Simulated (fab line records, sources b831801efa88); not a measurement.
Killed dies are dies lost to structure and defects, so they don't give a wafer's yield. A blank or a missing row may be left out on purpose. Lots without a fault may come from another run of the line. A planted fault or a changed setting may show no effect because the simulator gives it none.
One fault seen from 2 desks | flow sky130 | each desk has only its own numbers; what lay behind them comes last

THE METROLOGY DESK
What the gauges read, lot by lot, whatever tool the lot ran on: means of the sampled wafers that have a number. A lot is out of limits, marked OUT, if its mean lies more than 4 standard deviations from the usual mean; the brackets give that distance.
Columns: A = LDD_LDN_TW at SKY_LDD_LDN_TW_MEAS_13, usual 1489
lot  | first seen here | A
L773 | day 22 12:20    | 1482
L774 | day 22 22:47    | 1489
L775 | day 23 19:23    | 1489
L777 | day 24 06:35    | 1489
L776 | day 24 09:53    | 1491
L778 | day 24 15:50    | 1491
L780 | day 25 11:56    | 1489
L786 | day 27 10:38    | 1519
L787 | day 27 19:29    | 1503
L788 | day 28 01:38    | 1528 (+4.1) OUT
L789 | day 28 10:47    | 1536 (+4.9) OUT
L790 | day 28 20:50    | 1497
L794 | day 30 08:53    | 1498
L795 | day 30 23:19    | 1509
L796 | day 31 13:13    | 1483
This desk's finding: out of limits on L788, L789; first on L788, day 28 01:38 (LDD_LDN_TW at SKY_LDD_LDN_TW_MEAS_13). In limits: L773, L774, L775, L777, L776, L778, L780, L786, L787, L790, L794, L795, L796.

THE TOOL OWNER'S DESK: implanter-03
The tool's own readings at SKY_LDD_LDN_IMPLANT_11: means of the sampled wafers that have a number, for each lot that ran on this tool. A lot is out of limits, marked OUT, if its mean lies more than 4 standard deviations from the usual mean; the brackets give that distance.
Columns: A = dose_ions_cm2 at SKY_LDD_LDN_IMPLANT_11, usual 1.2499e+13; B = faraday_current_uA at SKY_LDD_LDN_IMPLANT_11, usual 70.5; C = rotation_deg at SKY_LDD_LDN_IMPLANT_11, usual 293.00 degrees
lot  | first seen here | A                            | B               | C
L773 | day 22 12:05    | 1.2507e+13                   | 70.8            | 293.03
L775 | day 23 19:10    | 1.2522e+13                   | 70.1            | 293.03
L777 | day 24 06:20    | 1.2495e+13                   | 70.3            | 292.97
L786 | day 27 10:23    | 1.7702e+13 (+99 or more) OUT | 98.7 (+22) OUT  | 293.03
L788 | day 28 01:25    | 1.7722e+13 (+99 or more) OUT | 100.1 (+23) OUT | 293.03
L789 | day 28 10:34    | 1.7715e+13 (+99 or more) OUT | 101.6 (+24) OUT | 292.98
L795 | day 30 23:04    | 1.2498e+13                   | 71.4            | 293.02
This desk's finding: out of limits on L786, L788, L789; first on L786, day 27 10:23 (dose_ions_cm2 at SKY_LDD_LDN_IMPLANT_11). In limits: L773, L775, L777, L795.

PUT TOGETHER
The tool owner's desk could have raised an alarm at day 27 10:23, on L786, L788, L789.
The metrology desk could have raised an alarm at day 28 01:38, on L788, L789.
The metrology desk has L786 on record, within its limits.
Of the lots named, all ran SKY_LDD_LDN_IMPLANT_11 on implanter-03.

WHAT THE SIMULATOR HAD PUT IN
Process parameter drift: implanter-03, from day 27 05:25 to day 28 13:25, at SKY_LDD_LDN_IMPLANT_11. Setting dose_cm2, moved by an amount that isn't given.
Lots struck among those shown: L786, L788, L789.
Hours from the fault's start to each desk's first reading out of limits: the tool owner's desk, 5; the metrology desk, 20.
